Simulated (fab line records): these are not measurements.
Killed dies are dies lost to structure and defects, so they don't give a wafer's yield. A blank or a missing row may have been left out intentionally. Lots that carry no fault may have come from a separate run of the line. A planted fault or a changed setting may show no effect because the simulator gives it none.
A lot that was struck, set against a sound lot -- flow gf180mcu -- 17 out of 602 route steps
Sound: wafers L287.2, L287.3, L287.4. Struck: wafers L296.1, L296.6. (L296.5 of the same lot was not struck and is left out.) The cause comes at the end.
Per side, at each step with rows, come the tool, then ch with its chambers, and then its first start. Under that, the readings that differ: sound wafers -- struck wafers -- difference of the means -- sigmas: that difference in standard deviations of wafers without a fault.
alike: readings whose means differ by less than 2 such deviations, and words and numbers that are the same on both sides. not compared: withheld readings, readings that some wafer has no value for, bounds like >300 that may hide the same value, and numbers for which the record gives no deviation and whose values overlap.
Wherever a step has rows on one side only, a row that says differs or no value, or a row with sigmas, the two part there. Numbers that have no deviation but don't overlap get no sigmas and don't part them. A reading missing from all wafers of one side parts the sides only when that side holds two or more wafers.

GF_M3_SPUTTER_00: material Ti, target thk 37.5 nm, time 150 s.
  sound: pvdSputter-03 at day 22 20:52; struck: pvdSputter-04 at day 25 11:26
  alike: cathodeDcPowerW, throttleValvePct
GF_M3_SPUTTER_01: material TiN, target thk 30 nm, time 25 s.
  sound: pvdSputter-03 at day 22 20:58; struck: pvdSputter-04 at day 25 11:32
  alike: cathodeDcPowerW, throttleValvePct
GF_M3_SPUTTER_02: material AlCu, target thk 450 nm, time 23.9 s.
  sound: pvdSputter-03 at day 22 21:00; struck: pvdSputter-04 at day 25 11:34
  alike: cathodeDcPowerW, throttleValvePct
GF_M3_SPUTTER_03: material Ti, target thk 10 nm, time 6.7 s.
  sound: pvdSputter-03 at day 22 21:02; struck: pvdSputter-04 at day 25 11:35
  alike: cathodeDcPowerW, throttleValvePct
GF_M3_SPUTTER_04: material TiN, target thk 50 nm, time 41.7 s.
  sound: pvdSputter-03 at day 22 21:03; struck: pvdSputter-04 at day 25 11:37
  alike: cathodeDcPowerW, throttleValvePct
GF_M3_RS_MEAS_05: the measuring method here is four-point-probe.
  sound: filmMetro-01 at day 22 21:07; struck: filmMetro-04 at day 25 11:39
  alike: M3_ALCU_RS
GF_M3_THK_MEAS_06: measures by xrf.
  sound: filmMetro-01 at day 22 21:13; struck: filmMetro-04 at day 25 11:46
  alike: M3_ALCU_THK
then, 5 steps without rows for these wafers: GF_M3_DEHYDRATE_07 (time 60 s); GF_M3_HMDS_08 (prime time 60 s); GF_M3_COAT_09 (resist thk 1000 nm); GF_M3_SOFTBAKE_10 (time 60 s); GF_M3_EXPOSE_11 (exposes mask Metal3, target cd 280 nm).
GF_M3_PEB_12: peb time 90 s.
  sound on lithoTrack-03 ch 0, day 23 19:34; struck on lithoTrack-04 ch 0, day 26 08:57
reading,sound,struck,difference,sigmas
heaterPowerTotalW (W),85.60 85.78 85.70,90.43 90.42,+4.73,+60
plateTempC (C),135.00 134.75 134.86,- -,no value on the struck wafers,
then, 1 step without rows for these wafers: GF_M3_DEVELOP_13 (develop time 60 s).
GF_M3_CD_MEAS_14: the cd target is 280 nm.
  sound: cdSem-01 at day 23 19:54; struck: cdSem-02 at day 26 09:18
reading,sound,struck,difference,sigmas
cdNm (nm),279.8 280.1 280.0,283.3 284.3,+3.8,+3
GF_M3_OVL_MEAS_15:
  sound: overlay-02 at day 23 20:02; struck: overlay-01 at day 26 09:25
  alike: M3_OVL
GF_PASSIVATION_PROBE_99:
  rows exist in the record for the sound wafers here (prober-02, day 31 04:02), none for the struck ones

## WHERE THEY PART
Last at GF_PASSIVATION_PROBE_99 as far as this record goes, first at GF_M3_PEB_12.

WHY: what had been put in by the simulator
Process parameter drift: lithoTrack-04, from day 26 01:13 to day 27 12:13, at GF_M3_PEB_12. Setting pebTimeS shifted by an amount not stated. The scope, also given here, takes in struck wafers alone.
